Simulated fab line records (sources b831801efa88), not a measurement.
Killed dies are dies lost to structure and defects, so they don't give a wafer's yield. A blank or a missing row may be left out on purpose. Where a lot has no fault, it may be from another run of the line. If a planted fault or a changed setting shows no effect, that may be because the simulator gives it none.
The tool behind it: which one? ; flow gf180mcu ; Sampling: 11 lots, 31 wafers, 2 of 602 route steps

WHAT THE GAUGES SHOWED, per wafer
GF_TOP_METAL_RS_MEAS_05: the measuring method here is four-point-probe.
lot;measured;on;TOP_METAL_ALCU_RS (ohm/sq)
L308;day 27 15:22;film_metro-04;0.0329 0.0326 0.0326
L309;day 27 22:20;film_metro-04;0.0336 0.0332 0.0334
L310;day 28 09:21;film_metro-04;0.0328 0.0328 0.0323
L311;day 28 14:13;film_metro-04;0.0331 0.0329 0.0332
L317;day 30 15:14;film_metro-02;0.0328 0.0327 0.0327
L322;day 31 19:37;film_metro-04;0.0327 0.0331
L323;day 31 23:18;film_metro-02;0.0332 0.0334
L325;day 32 11:58;film_metro-04;0.0326 0.0326 0.0328
L326;day 32 17:55;film_metro-02;0.0332 0.0326 0.0330
L328;day 33 08:13;film_metro-01;0.0322 0.0318 0.0329
L330;day 33 18:45;film_metro-01;0.0331 0.0332 0.0332

TOOL THAT RAN EACH LOT (tool first, then ch and the chambers of the sampled wafers, then the start)
lot;GF_M5_METAL_ETCH_10
L308;rie_metal-02 ch 0,1, day 26 16:18
L309;rie_metal-02 ch 0,1, day 26 21:48
L310;rie_metal-03 ch 0, day 27 10:16
L311;rie_metal-03 ch 0, day 27 15:11
L317;rie_metal-02 ch 0, day 29 17:11
L322;rie_metal-03 ch 0,1, day 30 22:57
L323;rie_metal-02 ch 0,1, day 31 02:49
L325;rie_metal-02 ch 0,1, day 31 16:21
L326;rie_metal-02 ch 1, day 31 21:27
L328;rie_metal-03 ch 0,1, day 32 13:09
L330;rie_metal-04 ch 0,1, day 32 23:59
- GF_M5_METAL_ETCH_10: etches the open film in Cl2/BCl3, stops on SiO2, target depth 750.8 nm, time 125.1 s.

THE ANSWER, worked out from the rows above alone
Rule: what is usual is taken from the lots themselves. The widest of any qualifying gaps counts: lots, ordered by their means at a reading, are off when they make up no more than a third of the lots, leave a main group of 4 or more, and stand apart from it by 3 or more times the standard deviation of that group's means. A main group whose means are all the same, to the digits that the tables above print for the reading, isn't used. A lot without any number at a reading at which 4 lots or more have one is off too. The other lots that the step has rows for count as sound.
Nothing can be told from this: no lot is off at any reading shown.

WHAT HAD BEEN PUT IN BY THE SIMULATOR
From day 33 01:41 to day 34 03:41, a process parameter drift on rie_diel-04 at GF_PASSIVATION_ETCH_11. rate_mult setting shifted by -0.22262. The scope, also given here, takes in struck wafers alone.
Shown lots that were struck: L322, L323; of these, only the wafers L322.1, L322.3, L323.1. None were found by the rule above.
